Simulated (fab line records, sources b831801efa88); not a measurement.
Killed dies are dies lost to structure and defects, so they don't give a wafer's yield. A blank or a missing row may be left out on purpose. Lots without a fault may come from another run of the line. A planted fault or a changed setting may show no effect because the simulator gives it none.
A struck lot beside a sound one | flow sky130 | 16 steps out of a route of 708
Sound: wafers L469.2, L469.5, L469.6. Struck: wafer L482.6. (L482.2, L482.5 of the same lot were not struck and are left out.) The cause comes at the end.
At each step with rows: each side's tool, then ch and its chambers, then its first start. Under that, the readings that differ: sound wafers | struck wafers | difference of the means | sigmas: that difference in standard deviations of wafers without a fault.
alike: readings whose means differ by less than 2 such deviations, and words and numbers that are the same on both sides. not compared: withheld readings, readings that some wafer has no value for, bounds like >300 that may hide the same value, and numbers for which the record gives no deviation and whose values overlap.
The two part at a step that has a row with sigmas, a row that says differs or no value, or rows on one side only. Numbers that don't overlap but have no deviation are shown without sigmas and don't part them. A reading that every wafer of one side lacks parts them only if that side has two wafers or more.

first, 7 steps without rows for these wafers: SKY_METAL4_HMDS_06 (prime time 60 s); SKY_METAL4_COAT_07 (resist thk 60 nm); SKY_METAL4_COAT_08 (resist thk 1140 nm); SKY_METAL4_SOFTBAKE_09 (time 90 s); SKY_METAL4_EXPOSE_10 (exposes mask MM4, target cd 300 nm); SKY_METAL4_PEB_11; SKY_METAL4_DEVELOP_12 (develop time 60 s).
SKY_METAL4_CD_MEAS_13: target cd 300 nm.
  sound on cd_sem-02, day 41 17:06; struck on cd_sem-01, day 45 13:39
  alike: cd_nm
SKY_METAL4_OVL_MEAS_14:
  sound on overlay-02, day 41 17:12; struck on overlay-02, day 45 13:45
  alike: METAL4_OVL
SKY_METAL4_DESCUM_15: chemistry O2, time 8 s.
  sound on rie_metal-02 ch 0,1, day 41 17:14; struck on rie_metal-01 ch 1, day 45 13:47
  reading                     | sound       | struck | difference | sigmas
  drypump_motor_current_A (A) | 5.0 5.2 5.0 | 6.4    | +1.3       | +2
  alike: chamber_pressure_mTorr, oes_product_au
  not compared: rf_hours_counter_h
SKY_METAL4_ETCH_16: etches BARC in N2/H2, stops on SiO2, time 88.2 s, target depth 60 nm.
  sound on rie_metal-02 ch 0,1, day 41 17:16; struck on rie_metal-01 ch 1, day 45 13:49
  reading                     | sound       | struck | difference | sigmas
  drypump_motor_current_A (A) | 5.0 5.2 5.0 | 6.4    | +1.3       | +2
  alike: chamber_pressure_mTorr, oes_product_au, throttle_valve_pct
  not compared: rf_hours_counter_h
SKY_METAL4_ETCH_17: etches SiO2 in C4F8/O2/Ar, stops on TiN, time 3.9 s, target depth 15 nm.
  sound on rie_diel-01 ch 0,1,3, day 41 17:22; struck on rie_diel-01 ch 1, day 45 13:55
  alike: chamber_pressure_mTorr, oes_product_au
  not compared: rf_hours_counter_h
SKY_METAL4_METAL_ETCH_18: etches the open film in Cl2/BCl3, stops on SiO2, target depth 845 nm, time 183.1 s.
  sound on rie_metal-03 ch 0,1, day 41 17:23; struck on rie_metal-03 ch 0, day 45 13:56
  reading                                       | sound             | struck  | difference | sigmas
  oes_product_au (a.u.)                         | 0.865 0.876 0.870 | 0.831   | -0.039     | -6
  over_etch_frac                                | 0.3 0.3 0.3       | 0.37474 | +0.07474   |
  model.KrF-thick_of_METAL4_COAT_08.thk_nm (nm) | 521.1 521.7 527.7 | 490.3   | -33.2      |
  alike: chamber_pressure_mTorr, drypump_motor_current_A, mfc_cl2_sccm, throttle_valve_pct
  not compared: rf_hours_counter_h
SKY_METAL4_STRIP_19: strips in O2/N2.
  sound on plasma_asher-01 ch 0,1, day 41 17:34; struck on plasma_asher-02 ch 0, day 45 14:07
  reading                        | sound                | struck | difference | sigmas
  chamber_pressure_mTorr (mTorr) | 1501.0 1503.3 1500.2 | 1496.9 | -4.6       | -3
  drypump_motor_current_A (A)    | 6.0 6.5 6.0          | 5.2    | -1.0       | -2
  oes_product_au (a.u.)          | 0.491 0.508 0.502    | 0.484  | -0.016     | -3
  strip_time_to_endpoint_s (s)   | 6.46 6.50 6.55       | 6.18   | -0.32      | -5
  not compared: rf_hours_counter_h
then, 1 step without rows for these wafers: SKY_METAL4_STRIP_20 (strips in post etch residue remover, time 1200 s).
-- the record jumps here: 4 days lie between the struck wafers' starts before and after (it left off in module METAL4 and takes up again in module PAD_OPEN, whose first step shown is number 708 of the route) --
SKY_PAD_OPEN_PROBE_99:
  sound on prober-01, day 45 17:02; struck on prober-02, day 49 02:23
  reading                  | sound       | struck | difference | sigmas
  killed_at_contacts       | 20 26 12    | 36     | +17        | +3
  sort_bin_3_pad_short (%) | 0.6 0.6 0.6 | 2.2    | +1.6       | +4
  alike: defect_limited_yield, killed_at_M0_to_M3, killed_at_M4_up, killed_at_front_end, killed_at_other, killed_dies, killed_open, killed_short, sort_bin_5_function, sort_bin_6_memory, sort_n_pass, sort_yield_pct

WHERE THEY PART
First at SKY_METAL4_DESCUM_15; last, within this record, at SKY_PAD_OPEN_PROBE_99.

WHY: what the simulator had put in
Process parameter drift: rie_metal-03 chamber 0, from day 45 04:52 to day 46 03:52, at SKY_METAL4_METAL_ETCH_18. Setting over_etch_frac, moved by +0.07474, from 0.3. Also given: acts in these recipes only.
